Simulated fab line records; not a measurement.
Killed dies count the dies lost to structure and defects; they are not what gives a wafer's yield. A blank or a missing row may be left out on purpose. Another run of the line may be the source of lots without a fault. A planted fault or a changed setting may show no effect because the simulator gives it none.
fab line records | flow sky130
[record] lots = 5 wafers = 15 last_day = 50
route steps=708 shown DNWELL@41 PWDE@45 NWELL@56 VT_ADJUST_HVTP@85 PAD_OPEN@708
lots that met no fault: taken from a fault-free run of the same line
start_h: start of the lot's first displayed wafer, in hours after the record's first day | wait_h: hours elapsed since this lot's preceding step | " repeats the value in the row above | L1.1+2: a single row standing in for several wafers | - either no value or no given start | * or withheld: withheld | < > ~ a bound
route shown NAME@n: names a module that has steps shown in the file, with the first one's number in the route | usual: mean/standard deviation taken from wafers without a fault | same: alike in all rows | chamber/n: place in a boat | sites: the reading at each site | _std_site: how widely they spread, as a standard deviation | _edge_site: outer sites' mean less inner sites' | radius_mm: how far each site lies from the wafer's centre | mask NAME#n: copy n | behind: the last tool/chamber to shape the wafer | hold: reason for holding the lot/hours on hold/outcome of the hold | device: transistor that didn't switch, given as n, p or np | end of line: the same wafers' tests at the end of the route | where a step has no rows: the recipe by itself | killed: dies lost to structure and defects at the first sort, not the wafer's yield | map: shows each die of a wafer: x if killed, . if not, _ if none is there
set.NAME: the setting the step ran with; set.NAME@STEP: the setting that earlier step ran with | model.NAME: the simulator's own value behind a step, which no gauge read
a table for each step, a row for each wafer; lots at some steps of the route
services: when a tool's chamber went out of use (start_h, in hours from the record's first day, below 0 if earlier), for how many hours, and the reason
[[steps]]
[step SKY_DNWELL_DEVELOP_06]
[recipe] wall_angle_deg = 90 developer = TMAH develop_time_s = 60 dev_temp_c = 23
[step SKY_DNWELL_IMPLANT_07]
[recipe] species = P energy_kev = withheld dose_cm2 = withheld tilt_deg = withheld
[step SKY_DNWELL_STRIP_08]
[recipe] chemistry = O2/N2 power_w = 1400 pressure_mtorr = 1500 platen_temp_c = withheld o2_flow_sccm = 3000 n2_flow_sccm = 300 overash_fraction = 0.5
[usual] drypump_motor_current_A = 5.7/0.32 oes_product_au = 0.722/0.0046 strip_time_to_endpoint_s = 36.94/0.11
// columns lot.wafer tool chamber start_h wait_h drypump_motor_current_A oes_product_au rf_hours_counter_h strip_time_to_endpoint_s
L100.2 plasma_asher-02 0 51.09 0.1 5.2 0.723 39 36.86
L100.4 " 0 " " 5.1 0.714 - 36.85
L100.6 " 0 " " 5.1 0.725 - 36.87
L104.1 plasma_asher-01 1 92.33 0.1 5.9 0.728 40 36.81
L104.2 " 0 " " 5.6 0.722 40 36.85
L104.5 " 0 " " 5.6 0.716 - 36.77
L107.2 plasma_asher-03 0 95.79 0.1 6.2 0.722 29 36.96
L107.3 " 0 " " 6.2 0.720 - 37.22
L107.5 " 1 " " 5.8 0.720 - 37.13
L109.3 plasma_asher-02 1 100.81 0.1 5.9 0.722 - 36.84
L109.4 " 0 " " 5.1 0.726 - 36.99
L109.5 " 1 " " 5.9 0.714 - 36.79
L120.2 plasma_asher-03 1 171.29 0.1 5.8 0.717 36 36.93
L120.3 " 0 " " 6.2 0.733 - 36.88
L120.5 " 0 " " 6.2 0.721 - 36.89
[step SKY_DNWELL_TW_MEAS_09]
[usual] DNWELL_TW = 1122/7.7
// columns lot.wafer tool chamber start_h wait_h DNWELL_TW
L100.2 film_metro-04 - 51.20 0.1 1132
L100.4 " - " " 1129
L100.6 " - " " 1132
L104.1 film_metro-03 - 92.43 0.1 1131
L104.2 " - " " 1126
L104.5 " - " " 1126
L107.2 film_metro-04 - 95.90 0.1 1124
L107.3 " - " " 1125
L107.5 " - " " 1122
L109.3 film_metro-04 - 100.90 0.1 1122
L109.4 " - " " 1121
L109.5 " - " " 1121
L120.2 film_metro-02 - 171.40 0.1 1113
L120.3 " - " " 1104
L120.5 " - " " 1113
[step SKY_PWDE_DEHYDRATE_00]
[recipe] temp_c = 200 time_s = 60
[step SKY_PWDE_HMDS_01]
[recipe] prime_time_s = 60 prime_temp_c = 120
[step SKY_PWDE_COAT_02]
[recipe] spin_rpm = 2000 resist_thk_nm = 3000
[step SKY_PWDE_SOFTBAKE_03]
[recipe] temp_c = 110 time_s = withheld
[step SKY_PWDE_EXPOSE_04]
[recipe] mask_id = PWDEM na = 0.6 source_shape = conventional sigma_outer = 0.6 polarization = unpolarized target_cd_nm = 840 dose_mj = 214
[step SKY_PWDE_PEB_05]
[recipe] temp_c = 115 time_s = withheld
[step SKY_PWDE_DEVELOP_06]
[recipe] wall_angle_deg = 90 developer = TMAH develop_time_s = 60 dev_temp_c = 23
[step SKY_PWDE_OVL_MEAS_07]
[usual] PWDE_OVL = -0.5/1.3
// columns lot.wafer tool chamber start_h wait_h PWDE_OVL[nm]
L100.2 overlay-01 - 65.79 - -1.1
L100.4 " - " " 1.8
L100.6 " - " " -0.8
L104.1 overlay-01 - 109.95 - -2.1
L104.2 " - " " -1.5
L104.5 " - " " 0.0
L107.2 overlay-02 - 113.49 - -0.8
L107.3 " - " " -0.5
L107.5 " - " " -1.3
L109.3 overlay-01 - 118.79 - -2.4
L109.4 " - " " 0.2
L109.5 " - " " -2.7
L120.2 overlay-02 - 192.24 - -1.8
L120.3 " - " " -1.1
L120.5 " - " " -2.3
[step SKY_PWDE_IMPLANT_08]
[recipe] species = B energy_kev = 150 dose_cm2 = 3.6e+12 tilt_deg = withheld
[usual] beam_energy_keV = 150.00/0.047
[same] implant_ion_amu = 11
// columns lot.wafer tool chamber start_h wait_h beam_energy_keV
L100.2 implanter-01 0 65.84 0.0 150.01
L100.4 " 0 " " 149.92
L100.6 " 0 " " 150.04
L104.1 implanter-02 0 109.98 0.0 150.03
L104.2 " 0 " " 150.04
L104.5 " 0 " " 150.01
L107.2 implanter-03 0 113.54 0.0 150.02
L107.3 " 0 " " 150.02
L107.5 " 0 " " 149.98
L109.3 implanter-02 0 118.87 0.1 150.03
L109.4 " 0 " " 150.02
L109.5 " 0 " " 150.02
L120.2 implanter-01 0 192.29 0.0 150.01
L120.3 " 0 " " 150.01
L120.5 " 0 " " 150.00
[step SKY_PWDE_STRIP_09]
[recipe] chemistry = O2/N2 power_w = 1400 pressure_mtorr = 1500 platen_temp_c = withheld o2_flow_sccm = 3000 n2_flow_sccm = 300 overash_fraction = 0.5
[usual] drypump_motor_current_A = 5.7/0.53 oes_product_au = 0.723/0.0047 strip_time_to_endpoint_s = 36.94/0.11
// columns lot.wafer tool chamber start_h wait_h drypump_motor_current_A oes_product_au rf_hours_counter_h strip_time_to_endpoint_s
L100.2 plasma_asher-02 1 65.97 0.1 5.9 0.726 40 36.99
L100.4 " 0 " " 5.1 0.719 - 37.02
L100.6 " 1 " " 5.9 0.722 - 37.02
L104.1 plasma_asher-03 1 110.13 0.1 5.8 0.721 30 36.93
L104.2 " 0 " " 6.2 0.726 30 36.92
L104.5 " 1 " " 5.8 0.720 - 36.90
L107.2 plasma_asher-02 0 113.67 0.1 5.1 0.730 44 36.78
L107.3 " 0 " " 5.1 0.728 - 36.80
L107.5 " 1 " " 5.9 0.721 - 36.87
L109.3 plasma_asher-02 1 119.00 0.1 5.9 0.719 - 36.99
L109.4 " 0 " " 5.1 0.717 - 36.87
L109.5 " 1 " " 5.9 0.721 - 37.07
L120.2 plasma_asher-02 1 192.42 0.1 5.9 0.724 52 36.82
L120.3 " 0 " " 5.1 0.725 - 36.77
L120.5 " 1 " " 5.9 0.730 - 36.89
[step SKY_PWDE_TW_MEAS_10]
[usual] PWDE_TW = 376.1/2.7
// columns lot.wafer tool chamber start_h wait_h PWDE_TW
L100.2 film_metro-03 - 66.08 0.1 376.1
L100.4 " - " " 379.5
L100.6 " - " " 378.4
L104.1 film_metro-02 - 110.23 0.1 375.4
L104.2 " - " " 373.7
L104.5 " - " " 373.0
L107.2 film_metro-04 - 113.78 0.1 374.1
L107.3 " - " " 376.9
L107.5 " - " " 378.2
L109.3 film_metro-04 - 119.09 0.1 371.9
L109.4 " - " " 371.4
L109.5 " - " " 372.5
L120.2 film_metro-04 - 192.53 0.1 377.7
L120.3 " - " " 376.3
L120.5 " - " " 376.8
[step SKY_NWELL_DEHYDRATE_03]
[recipe] temp_c = 200 time_s = 60
[step SKY_NWELL_HMDS_04]
[recipe] prime_time_s = 60 prime_temp_c = 120
[step SKY_NWELL_COAT_05]
[recipe] spin_rpm = 2000 resist_thk_nm = 3000
[step SKY_NWELL_SOFTBAKE_06]
[recipe] temp_c = 110 time_s = withheld
[step SKY_NWELL_EXPOSE_07]
[recipe] mask_id = NWM na = 0.6 source_shape = conventional sigma_outer = 0.6 polarization = unpolarized target_cd_nm = 840 dose_mj = 255
[step SKY_NWELL_PEB_08]
[recipe] temp_c = 115 time_s = withheld
[step SKY_NWELL_DEVELOP_09]
[recipe] wall_angle_deg = 90 developer = TMAH develop_time_s = 60 dev_temp_c = 23
[step SKY_NWELL_OVL_MEAS_10]
[usual] NWELL_00_OVL = 0.0/1.4
// columns lot.wafer tool chamber start_h wait_h NWELL_00_OVL[nm]
L100.2 overlay-01 - 81.74 - -1.4
L100.4 " - " " -1.8
L100.6 " - " " -1.6
L104.1 overlay-02 - 128.03 - 0.4
L104.2 " - " " 1.3
L104.5 " - " " -2.0
L107.2 overlay-01 - 132.60 - 1.7
L107.3 " - " " 0.5
L107.5 " - " " 0.0
L109.3 overlay-01 - 137.16 - 0.7
L109.4 " - " " 1.4
L109.5 " - " " 0.2
L120.2 overlay-01 - 213.20 - -0.6
L120.3 " - " " 1.5
L120.5 " - " " -1.4
[step SKY_NWELL_IMPLANT_11]
[recipe] species = P energy_kev = 400 dose_cm2 = 1.9e+13 tilt_deg = withheld
[step SKY_NWELL_IMPLANT_12]
[recipe] species = P energy_kev = 118.9 dose_cm2 = 1.3e+12 tilt_deg = withheld
[step SKY_NWELL_IMPLANT_13]
[recipe] species = P energy_kev = 50 dose_cm2 = 7e+11 tilt_deg = withheld
[step SKY_NWELL_STRIP_14]
[recipe] chemistry = O2/N2 power_w = 1400 pressure_mtorr = 1500 platen_temp_c = withheld o2_flow_sccm = 3000 n2_flow_sccm = 300 overash_fraction = 0.5
[usual] drypump_motor_current_A = 5.6/0.51 oes_product_au = 0.723/0.0045 strip_time_to_endpoint_s = 36.95/0.12
// columns lot.wafer tool chamber start_h wait_h drypump_motor_current_A oes_product_au rf_hours_counter_h strip_time_to_endpoint_s
L100.2 plasma_asher-04 1 82.22 0.1 4.8 0.720 39 36.78
L100.4 " 0 " " 6.3 0.723 - 36.90
L100.6 " 1 " " 4.9 0.725 - 36.84
L104.1 plasma_asher-02 0 129.20 0.1 5.1 0.714 46 36.98
L104.2 " 1 " " 5.9 0.720 46 37.05
L104.5 " 1 " " 5.9 0.719 - 37.02
L107.2 plasma_asher-01 1 133.09 0.1 5.9 0.720 44 36.84
L107.3 " 1 " " 5.9 0.725 - 36.96
L107.5 " 1 " " 5.8 0.718 - 36.98
L109.3 plasma_asher-01 0 137.67 0.1 5.6 0.726 - 36.96
L109.4 " 1 " " 5.8 0.721 - 36.96
L109.5 " 1 " " 5.8 0.721 - 36.98
L120.2 plasma_asher-02 1 213.68 0.1 5.9 0.724 54 37.06
L120.3 " 1 " " 5.8 0.722 - 37.05
L120.5 " 0 " " 5.1 0.720 - 36.97
[step SKY_NWELL_TW_MEAS_15]
[usual] NWELL_TW = 1831/15
// columns lot.wafer tool chamber start_h wait_h NWELL_TW
L100.2 film_metro-04 - 82.33 0.1 1840
L100.4 " - " " 1843
L100.6 " - " " 1840
L104.1 film_metro-03 - 129.30 0.1 1830
L104.2 " - " " 1836
L104.5 " - " " 1841
L107.2 film_metro-02 - 133.20 0.1 1803
L107.3 " - " " 1806
L107.5 " - " " 1804
L109.3 film_metro-04 - 137.75 0.1 1854
L109.4 " - " " 1863
L109.5 " - " " 1852
L120.2 film_metro-03 - 213.79 0.1 1821
L120.3 " - " " 1820
L120.5 " - " " 1832
[step SKY_NWELL_DEHYDRATE_16]
[recipe] temp_c = 200 time_s = 60
[step SKY_NWELL_HMDS_17]
[recipe] prime_time_s = 60 prime_temp_c = 120
[step SKY_NWELL_COAT_18]
[recipe] spin_rpm = 2000 resist_thk_nm = 3000
[step SKY_NWELL_SOFTBAKE_19]
[recipe] temp_c = 110 time_s = withheld
[step SKY_NWELL_EXPOSE_20]
[recipe] mask_id = NWM_COMPLEMENT na = 0.6 source_shape = conventional sigma_outer = 0.6 polarization = unpolarized target_cd_nm = 840 dose_mj = 257.9
[step SKY_NWELL_PEB_21]
[recipe] temp_c = 115 time_s = withheld
[step SKY_NWELL_DEVELOP_22]
[recipe] wall_angle_deg = 90 developer = TMAH develop_time_s = 60 dev_temp_c = 23
[step SKY_NWELL_OVL_MEAS_23]
[usual] NWELL_01_OVL = -0.4/1.6
// columns lot.wafer tool chamber start_h wait_h NWELL_01_OVL[nm]
L100.2 overlay-01 - 99.10 - 2.6
L100.4 " - " " 1.8
L100.6 " - " " 0.9
L104.1 overlay-02 - 147.95 - -1.3
L104.2 " - " " -1.3
L104.5 " - " " -1.9
L107.2 overlay-01 - 151.05 - 0.0
L107.3 " - " " 1.8
L107.5 " - " " -2.0
L109.3 overlay-01 - 156.69 - 0.5
L109.4 " - " " -1.5
L109.5 " - " " -0.8
L120.2 overlay-01 - 236.30 - 1.7
L120.3 " - " " 0.0
L120.5 " - " " -0.9
[step SKY_NWELL_IMPLANT_24]
[recipe] species = B energy_kev = 140 dose_cm2 = 9.2e+12 tilt_deg = withheld
[step SKY_NWELL_STRIP_25]
[recipe] chemistry = O2/N2 power_w = 1400 pressure_mtorr = 1500 platen_temp_c = withheld o2_flow_sccm = 3000 n2_flow_sccm = 300 overash_fraction = 0.5
[usual] drypump_motor_current_A = 5.6/0.57 oes_product_au = 0.722/0.0044 strip_time_to_endpoint_s = 36.92/0.093
// columns lot.wafer tool chamber start_h wait_h drypump_motor_current_A oes_product_au rf_hours_counter_h strip_time_to_endpoint_s
L100.2 plasma_asher-02 1 99.28 0.1 5.8 0.717 43 36.79
L100.4 " 1 " " 5.8 0.716 - 36.91
L100.6 " 0 " " 5.1 0.731 - 36.85
L104.1 plasma_asher-02 1 148.13 0.1 5.9 0.725 48 37.11
L104.2 " 0 " " 5.1 0.723 48 37.08
L104.5 " 0 " " 5.1 0.720 - 37.08
L107.2 plasma_asher-04 1 151.23 0.1 4.8 0.721 3 36.82
L107.3 " 0 " " 6.3 0.726 - 36.86
L107.5 " 1 " " 4.8 0.729 - 36.88
L109.3 plasma_asher-01 1 156.90 0.1 5.8 0.715 - 36.80
L109.4 " 0 " " 5.6 0.718 - 36.84
L109.5 " 1 " " 5.9 0.728 - 36.87
L120.2 plasma_asher-02 0 236.48 0.1 5.2 0.724 56 36.84
L120.3 " 1 " " 5.8 0.728 - 36.95
L120.5 " 0 " " 5.2 0.726 - 37.00
[step SKY_NWELL_TW_MEAS_26]
[usual] NWELL_2_TW = 500/3.1
// columns lot.wafer tool chamber start_h wait_h NWELL_2_TW
L100.2 film_metro-04 - 99.39 0.1 501
L100.4 " - " " 502
L100.6 " - " " 502
L104.1 film_metro-03 - 148.23 0.1 499
L104.2 " - " " 498
L104.5 " - " " 499
L107.2 film_metro-03 - 151.34 0.1 504
L107.3 " - " " 505
L107.5 " - " " 503
L109.3 film_metro-04 - 156.99 0.1 498
L109.4 " - " " 502
L109.5 " - " " 501
L120.2 film_metro-02 - 236.59 0.1 501
L120.3 " - " " 497
L120.5 " - " " 497
[step SKY_NWELL_CLEAN_27]
[recipe] chemistry = SC1/SC2 mix = 1:4:20 temp_c = 70 time_s = 150 dry = n2_spin
[step SKY_NWELL_RTA_28]
[recipe] temp_c = 1050 time_s = 30 idle_temp_c = 650 ramp_up_c_per_s = 150 ramp_down_c_per_s = 90 ambient = N2
[usual] lamp_power_pct = 25.31/0.052 wafer_temp_C_max = 1054.9/0.87
// columns lot.wafer tool chamber start_h wait_h lamp_power_pct wafer_temp_C_max
L100.2 rtp_anneal-02 0 99.53 0.0 25.30 1053.7
L100.4 " 0 " " 25.38 1053.4
L100.6 " 0 " " 25.26 1054.4
L104.1 rtp_anneal-01 0 148.34 0.0 25.31 1054.7
L104.2 " 0 " " 25.42 1054.2
L104.5 " 0 " " 25.31 1055.2
L107.2 rtp_anneal-01 0 151.46 0.0 25.30 1054.5
L107.3 " 0 " " 25.30 1054.3
L107.5 " 0 " " 25.30 1053.9
L109.3 rtp_anneal-01 0 157.11 0.0 25.34 1054.6
L109.4 " 0 " " 25.24 1053.9
L109.5 " 0 " " 25.25 1055.0
L120.2 rtp_anneal-02 0 236.71 0.0 25.30 1054.1
L120.3 " 0 " " 25.31 1054.0
L120.5 " 0 " " 25.32 1053.7
[step SKY_NWELL_RS_MEAS_29]
[recipe] thk_meas_gauge = four-point-probe
[usual] NWELL_RS = 624.4/1.9
// columns lot.wafer tool chamber start_h wait_h NWELL_RS[ohm/sq]
L100.2 film_metro-04 - 99.72 0.2 627.7
L100.4 " - " " 626.0
L100.6 " - " " 626.7
L104.1 film_metro-04 - 148.44 0.1 624.8
L104.2 " - " " 624.7
L104.5 " - " " 624.7
L107.2 film_metro-04 - 151.56 0.1 623.1
L107.3 " - " " 622.6
L107.5 " - " " 622.4
L109.3 film_metro-02 - 157.22 0.1 626.3
L109.4 " - " " 625.0
L109.5 " - " " 624.4
L120.2 film_metro-03 - 236.81 0.1 624.3
L120.3 " - " " 622.3
L120.5 " - " " 623.9
[step SKY_NWELL_RS_MEAS_31]
[recipe] thk_meas_gauge = four-point-probe
[usual] PWDE_RS = 5274/17
// columns lot.wafer tool chamber start_h wait_h hold PWDE_RS[ohm/sq]
L100.2 film_metro-04 - 99.96 0.1 - 5283
L100.4 " - " " - 5267
L100.6 " - " " - 5286
L104.1 film_metro-04 - 148.68 0.1 - 5256
L104.2 " - " " - 5256
L104.5 " - " " - 5252
L107.2 film_metro-04 - 151.80 0.1 - 5282
L107.3 " - " " - 5283
L107.5 " - " " - 5276
L109.3 film_metro-02 - 157.46 0.1 await_dispo/0.2h/release 5503
L109.4 " - " " await_dispo/0.2h/release 5532
L109.5 " - " " await_dispo/0.2h/release 5501
L109.3 film_metro-02 - 157.74 0.3 - 5514
L109.4 " - " " - 5529
L109.5 " - " " - 5513
L120.2 film_metro-03 - 237.05 0.1 - 5272
L120.3 " - " " - 5272
L120.5 " - " " - 5276
[step SKY_VT_ADJUST_HVTP_DEHYDRATE_00]
[recipe] temp_c = 200 time_s = 60
// columns lot.wafer tool chamber start_h wait_h hold
L100.2+4+6 litho_track-03 0 108.67 8.7 -
L104.1+2+5 litho_track-04 0 157.69 9.0 -
L107.2+3+5 litho_track-04 0 162.02 10.2 -
L109.3+4+5 litho_track-04 0 166.79 9.0 await_dispo/2.1h/release
L120.2+3+5 litho_track-01 0 248.16 11.1 -
[step SKY_PAD_OPEN_PROBE_99]
[usual] killed_at_M0_to_M3 = 43/7.4 killed_at_M4_up = 3.1/1.8 killed_at_contacts = 26/5.6 killed_at_front_end = 15/4.9 killed_at_other = 0.2/0.44 killed_dies = 87/10 killed_on_rim = 17/3.7 killed_open = 48/7.6 killed_short = 39/6.2
[same] gross_dies = 492 killed_at_back_side = 0
// columns lot.wafer tool chamber start_h wait_h killed_at_M0_to_M3 killed_at_M4_up killed_at_contacts killed_at_front_end killed_at_other killed_dies killed_on_rim killed_open killed_short model.etest.res_pwde_under_gate.rs_ohm_sq
L100.2 prober-01 - 1063.86 0.1 48 2 22 14 0 86 19 49 37 6223
L100.4 prober-01 - 1063.96 0.2 39 2 23 22 0 86 12 49 37 6229
L100.6 prober-01 - 1064.06 0.2 47 3 22 18 0 90 14 46 43 6180
L104.1 prober-02 - 1121.06 0.1 44 2 28 14 0 88 18 47 39 6244
L104.2 prober-02 - 1121.11 0.1 42 2 21 11 0 76 15 33 43 6205
L104.5 prober-02 - 1121.26 0.2 46 1 27 10 0 84 14 45 39 6222
L107.2 prober-02 - 1122.61 0.1 50 4 22 17 1 94 17 56 37 6140
L107.3 prober-02 - 1122.66 0.2 35 5 22 14 1 77 12 39 37 6141
L107.5 prober-02 - 1122.76 0.2 34 5 28 18 0 85 23 49 36 6148
L109.3 prober-01 - 1125.67 0.2 39 4 27 9 0 79 14 38 40 6737
L109.4 prober-01 - 1125.72 0.2 32 6 40 15 0 93 22 58 35 6735
L109.5 prober-01 - 1125.77 0.2 35 2 36 14 0 87 17 53 34 6738
L120.2 prober-02 - 1192.74 0.1 37 2 23 16 0 78 16 41 37 6180
L120.3 prober-02 - 1192.79 0.2 42 3 35 17 0 97 11 52 45 6166
L120.5 prober-02 - 1192.89 0.2 32 5 29 14 0 80 18 43 36 6178
// killed by level:class
L100.2 VIA1:geometric_particle:open=13 VIA3:geometric_particle:open=9 METAL2:geometric_particle:short=8 CONTACT:geometric_particle:open=7 CONTACT:geometric_particle:short=6 POLY_GATE:geometric_particle:open=6 LI_CONTACT:geometric_particle:open=6 VIA2:geometric_particle:short=5
L100.4 VIA1:geometric_particle:open=15 LI_CONTACT:geometric_particle:open=11 FIELD_ISO:geometric_particle:short=5 CONTACT:geometric_particle:open=5 VIA2:geometric_particle:short=5 FIELD_ISO:geometric_particle:open=4 SPACER:geometric_particle:open=4 CONTACT:geometric_particle:short=4
L100.6 VIA1:geometric_particle:open=11 CONTACT:geometric_particle:open=10 METAL2:geometric_particle:short=7 VIA3:geometric_particle:open=7 FIELD_ISO:geometric_particle:short=6 VIA1:geometric_particle:short=6 METAL1:geometric_particle:short=5 VIA2:geometric_particle:open=5
L104.1 CONTACT:geometric_particle:open=14 VIA1:geometric_particle:open=9 CONTACT:geometric_particle:short=8 VIA2:geometric_particle:open=7 METAL2:geometric_particle:short=6 FIELD_ISO:geometric_particle:short=5 VIA1:geometric_particle:short=5 METAL1:geometric_particle:short=4
L104.2 VIA1:geometric_particle:open=8 LI_CONTACT:geometric_particle:open=7 METAL1:geometric_particle:short=6 LOCAL_INTERCONNECT:geometric_particle:short=5 METAL3:geometric_particle:short=5 VIA1:geometric_particle:short=4 VIA2:geometric_particle:open=4 FIELD_ISO:geometric_particle:short=3
L104.5 CONTACT:geometric_particle:open=11 VIA1:geometric_particle:open=10 LI_CONTACT:geometric_particle:open=7 VIA3:geometric_particle:open=6 METAL1:geometric_particle:short=6 METAL2:geometric_particle:short=6 LOCAL_INTERCONNECT:geometric_particle:short=5 CONTACT:geometric_particle:short=4
L107.2 VIA1:geometric_particle:open=16 VIA2:geometric_particle:open=9 POLY_GATE:geometric_particle:short=8 VIA3:geometric_particle:open=8 LI_CONTACT:geometric_particle:open=6 CONTACT:geometric_particle:open=5 METAL2:geometric_particle:short=5 FIELD_ISO:geometric_particle:open=4
L107.3 FIELD_ISO:geometric_particle:open=8 LOCAL_INTERCONNECT:geometric_particle:short=8 VIA1:geometric_particle:open=8 METAL1:geometric_particle:short=6 VIA2:geometric_particle:open=4 CONTACT:geometric_particle:open=4 METAL3:geometric_particle:short=4 FIELD_ISO:geometric_particle:short=3
L107.5 VIA1:geometric_particle:open=9 LI_CONTACT:geometric_particle:open=8 CONTACT:geometric_particle:open=8 VIA2:geometric_particle:open=7 FIELD_ISO:geometric_particle:open=6 FIELD_ISO:geometric_particle:short=6 METAL4:geometric_particle:short=5 LOCAL_INTERCONNECT:geometric_particle:short=4
L109.3 CONTACT:geometric_particle:open=11 METAL1:geometric_particle:short=8 VIA1:geometric_particle:open=8 METAL2:geometric_particle:short=6 LI_CONTACT:geometric_particle:open=5 CONTACT:geometric_particle:short=5 LOCAL_INTERCONNECT:geometric_particle:short=4 VIA3:geometric_particle:open=4
L109.4 CONTACT:geometric_particle:open=18 LI_CONTACT:geometric_particle:open=9 VIA1:geometric_particle:open=8 CONTACT:geometric_particle:short=7 VIA3:geometric_particle:open=5 VIA2:geometric_particle:open=4 VIA3:geometric_particle:short=4 FIELD_ISO:geometric_particle:open=3
L109.5 CONTACT:geometric_particle:open=15 VIA1:geometric_particle:open=10 FIELD_ISO:geometric_particle:short=8 LI_CONTACT:geometric_particle:open=7 VIA1:geometric_particle:short=6 VIA2:geometric_particle:open=6 LOCAL_INTERCONNECT:geometric_particle:short=5 VIA3:geometric_particle:open=5
L120.2 VIA1:geometric_particle:open=8 LI_CONTACT:geometric_particle:open=7 LOCAL_INTERCONNECT:geometric_particle:short=7 VIA3:geometric_particle:open=6 VIA1:geometric_particle:short=5 FIELD_ISO:geometric_particle:open=4 POLY_GATE:geometric_particle:open=4 VIA2:geometric_particle:open=4
L120.3 CONTACT:geometric_particle:short=12 LI_CONTACT:geometric_particle:open=9 CONTACT:geometric_particle:open=8 VIA1:geometric_particle:open=8 VIA2:geometric_particle:open=7 FIELD_ISO:geometric_particle:open=6 METAL1:geometric_particle:short=6 VIA3:geometric_particle:open=5
L120.5 CONTACT:geometric_particle:open=10 LI_CONTACT:geometric_particle:open=8 VIA3:geometric_particle:open=7 METAL1:geometric_particle:short=6 METAL2:geometric_particle:short=6 POLY_GATE:geometric_particle:short=5 CONTACT:geometric_particle:short=5 POLY_GATE:geometric_particle:open=4
[[services]]
// columns tool chamber start_h hours kind
plasma_asher-02 - 73.61 7.6 pm
implanter-02 - 78.89 4.7 pm
implanter-01 - 79.81 2.2 repair
plasma_asher-02 - 87.62 2.6 repair
implanter-01 - 101.06 3.5 repair
plasma_asher-04 - 108.75 9.0 pm
plasma_asher-04 0 108.75 9.0 vent_cycle
plasma_asher-04 1 108.75 9.0 vent_cycle
plasma_asher-04 0 117.75 - clean
plasma_asher-04 1 117.75 - clean
plasma_asher-03 - 120.57 0.9 repair
implanter-01 - 173.02 1.5 repair
plasma_asher-02 - 174.60 5.1 repair
plasma_asher-01 - 202.18 2.8 pm
plasma_asher-01 - 234.53 14.6 pm
[[key]]
[first_sign] step = SKY_NWELL_RS_MEAS_31 reading = PWDE_RS direction = up sigmas = 14 usual = 5274 struck = 5512
[effect] step = SKY_NWELL_RS_MEAS_31 reading = hold direction = added
[model_effect] step = SKY_PAD_OPEN_PROBE_99 value = etest.res_pwde_under_gate.rs_ohm_sq without = 6172 struck = 6736
met_at SKY_PWDE_IMPLANT_08
struck_wafers L109.3,L109.4,L109.5
tester_left_out L109
onset_between 109.98 118.87
also_fits SKY_DNWELL_STRIP_08:plasma_asher-02,SKY_NWELL_STRIP_14:plasma_asher-01,SKY_NWELL_STRIP_25:plasma_asher-01,SKY_NWELL_RTA_28:rtp_anneal-01
[fault] kind = process_parameter_drift tool = implanter-02 chamber = - onset_h = 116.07 steps = SKY_PWDE_IMPLANT_08 channel = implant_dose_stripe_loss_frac offset = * shape = step end_h = 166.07
// tester_left_out: of these lots the tester's yield and bins aren't shown, on N5 and GAA mostly nor the transistor test; their killed dies are dies lost to structure and defects alone, not to doping, threshold or leakage, so they don't give the yield
